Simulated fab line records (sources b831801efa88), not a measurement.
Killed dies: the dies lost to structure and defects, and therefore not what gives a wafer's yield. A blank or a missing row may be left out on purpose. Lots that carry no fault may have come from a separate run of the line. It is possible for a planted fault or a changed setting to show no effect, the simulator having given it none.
Matching of chambers | flow sky130 | SKY_VIA4_CMP_02 on cmp-02 has 4 sister chambers
The step polishes SiO2. 8 wafers are shown with their chamber, then 11 later ones without.

WAFERS, EACH WITH ITS CHAMBER
wafer  | chamber | motor current A (A)
L079.1 | 2       | 10.5
L080.6 | 3       | 13.5
L081.1 | 1       | 12.8
L081.2 | 3       | 12.5
L083.2 | 2       | 11.7
L083.4 | 0       | 13.5
L083.6 | 1       | 12.3
L084.1 | 0       | 13.8

WAFERS WHOSE CHAMBER IS MISSING
wafer  | motor current A (A)
L084.5 | 12.8
L084.6 | 12.9
L089.2 | 12.2
L089.4 | 12.5
L089.5 | 12.5
L095.2 | 12.8
L095.3 | 11.3
L095.5 | 12.6
L097.1 | 13.5
L097.5 | 12.7
L097.6 | 11.3

THE CHAMBER EACH PASSED THROUGH
wafer  | from the rows above               | in truth
L084.5 | can't be placed: 3 or 1 or 0      | 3
L084.6 | can't be placed: 3 or 1 or 0      | 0
L089.2 | can't be placed: 1 or 3 or 2 or 0 | 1
L089.4 | can't be placed: 1 or 3 or 0      | 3
L089.5 | can't be placed: 1 or 3 or 0      | 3
L095.2 | can't be placed: 3 or 1 or 0      | 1
L095.3 | can't be placed: 2 or 1           | 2
L095.5 | can't be placed: 1 or 3 or 0      | 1
L097.1 | can't be placed: 0 or 3 or 1      | 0
L097.5 | can't be placed: 1 or 3 or 0      | 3
L097.6 | can't be placed: 2 or 1           | 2
Correctly placed: 0 of 11. From these rows, 11 cannot be placed; in 11 the true chamber is one of the candidates. Number placed wrongly: 0.
How it was worked out, from the rows above alone: a wafer's distance from a chamber is the root of the sum, over the readings, of the square of ((its reading less the chamber's mean) divided by the reading's scatter). If the next closest chamber is less than 2 further off than the closest, the wafer can't be placed; otherwise it belongs to the closest. For every chamber, the mean is computed from those of its wafers that are shown. The scatter: the root of (the sum of the squares of (reading less its chamber's mean) over the shown wafers, divided by (wafers less chambers)).
